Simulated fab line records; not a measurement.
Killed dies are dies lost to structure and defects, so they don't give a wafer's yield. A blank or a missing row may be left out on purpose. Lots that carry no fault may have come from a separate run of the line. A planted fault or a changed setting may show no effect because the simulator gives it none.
A struck lot beside a sound one | flow gf180mcu | 27 out of 602 route steps
Sound: the wafers L715.1, L715.2, L715.6. The struck wafers were L711.1, L711.3, L711.6. The cause comes at the end.
Per side, at each step with rows, come the tool, then ch with its chambers, and then its first start. Under that, the readings that differ: sound wafers | struck wafers | difference of the means | sigmas: that difference in standard deviations of wafers without a fault.
alike: readings whose means differ by less than 2 such deviations, and words and numbers that are the same on both sides. not compared: withheld readings, readings that some wafer has no value for, bounds like >300 that may hide the same value, and numbers for which the record gives no deviation and whose values overlap.
The two part at a step that has a row with sigmas, a row that says differs or no value, or rows on one side only. When numbers do not overlap yet have no deviation, they are printed without sigmas and do not part them. Lack of a reading on every wafer of one side parts them only where that side has two or more wafers.

first, 1 step without rows for these wafers: GF_VT_IMPLANT_IMPLANT_08.
GF_VT_IMPLANT_STRIP_09: strips in O2/N2.
  sound on plasma-asher-04 ch 0,1, day 10 08:05; struck on plasma-asher-02 ch 0,1, day 9 08:33
  reading                      | sound             | struck            | difference | sigmas
  strip-time-to-endpoint-s (s) | 12.59 12.63 12.60 | 12.65 12.70 12.71 | +0.08      | +2
  alike: chamber-pressure-mTorr, drypump-motor-current-A, heater-power-w, n2-flow-sccm, oes-product-au
  not compared: rf-hours-counter-h
GF_VT_IMPLANT_TW_MEAS_10:
  sound on film-metro-02 at day 10 08:11; struck on film-metro-01 at day 9 08:39
  alike: VT_IMPLANT_TW
then, 7 steps without rows for these wafers: GF_VT_IMPLANT_DEHYDRATE_11 (time 60 s); GF_VT_IMPLANT_HMDS_12 (prime time 60 s); GF_VT_IMPLANT_COAT_13 (resist thk 1000 nm); GF_VT_IMPLANT_SOFTBAKE_14 (time 60 s); GF_VT_IMPLANT_EXPOSE_15 (exposes mask Nwell LV AREA, target cd 860 nm); GF_VT_IMPLANT_PEB_16; GF_VT_IMPLANT_DEVELOP_17 (develop time 60 s).
GF_VT_IMPLANT_OVL_MEAS_18:
  sound on overlay-01 at day 11 01:57; struck on overlay-01 at day 10 02:00
  alike: VT_IMPLANT_01_OVL
then, 1 step without rows for these wafers: GF_VT_IMPLANT_IMPLANT_19.
GF_VT_IMPLANT_STRIP_20: strips in O2/N2.
  sound on plasma-asher-04 ch 0,1, day 11 02:08; struck on plasma-asher-04 ch 0,1, day 10 02:11
  no value came back on the struck wafers for any of 6 readings (chamber-pressure-mTorr (mTorr), drypump-motor-current-A (A) and others); on the sound wafers chamber-pressure-mTorr (mTorr) reads 1500.0 1499.6 1498.5
  reading                                         | sound | struck          | difference | sigmas
  model.NOVOLAK_of_VT_IMPLANT_COAT_13.thk-nm (nm) | 0 0 0 | 999.7 1001 1000 | +1000.2    |
  not compared: rf-hours-counter-h
GF_VT_IMPLANT_TW_MEAS_21:
  sound on film-metro-02 at day 11 02:14; struck on film-metro-02 at day 10 02:17
  alike: VT_IMPLANT_2_TW
then, 7 steps without rows for these wafers: GF_VT_IMPLANT_DEHYDRATE_22 (time 60 s); GF_VT_IMPLANT_HMDS_23 (prime time 60 s); GF_VT_IMPLANT_COAT_24 (resist thk 1000 nm); GF_VT_IMPLANT_SOFTBAKE_25 (time 60 s); GF_VT_IMPLANT_EXPOSE_26 (exposes mask LVPWELL HV AREA, target cd 860 nm); GF_VT_IMPLANT_PEB_27; GF_VT_IMPLANT_DEVELOP_28 (develop time 60 s).
GF_VT_IMPLANT_OVL_MEAS_29:
  sound on overlay-02 at day 11 20:12; struck on overlay-01 at day 10 20:21
  alike: VT_IMPLANT_02_OVL
then, 1 step without rows for these wafers: GF_VT_IMPLANT_IMPLANT_30.
GF_VT_IMPLANT_STRIP_31: strips in O2/N2.
  sound on plasma-asher-04 ch 0,1, day 11 20:26; struck on plasma-asher-02 ch 0, day 10 20:32
  reading                      | sound             | struck            | difference | sigmas
  oes-product-au (a.u.)        | 0.714 0.709 0.710 | 0.725 0.721 0.724 | +0.012     | +3
  strip-time-to-endpoint-s (s) | 12.65 12.63 12.60 | 27.60 27.66 27.62 | +15.00     | +99 or more
  alike: chamber-pressure-mTorr, drypump-motor-current-A, heater-power-w, n2-flow-sccm
  not compared: rf-hours-counter-h
GF_VT_IMPLANT_TW_MEAS_32:
  sound on film-metro-04 at day 11 20:32; struck on film-metro-04 at day 10 20:38
  reading         | sound             | struck         | difference | sigmas
  VT_IMPLANT_3_TW | 271.8 271.3 270.9 | 30.3 30.3 30.2 | -241.1     | -99 or more
then, 1 step without rows for these wafers: GF_VT_IMPLANT_DEHYDRATE_33 (time 60 s).
-- the record jumps here: 22 days lie between the struck wafers' starts before and after (it left off in module VT_IMPLANT and takes up again in module PASSIVATION, whose first step shown is number 602 of the route) --
GF_PASSIVATION_PROBE_99:
  only the struck wafers here have rows in the record (prober-02, day 33 02:26); the sound ones have none

WHERE THEY PART
At GF_VT_IMPLANT_STRIP_09 first; at GF_PASSIVATION_PROBE_99 last (within this record only).

WHY: whatever the simulator had introduced
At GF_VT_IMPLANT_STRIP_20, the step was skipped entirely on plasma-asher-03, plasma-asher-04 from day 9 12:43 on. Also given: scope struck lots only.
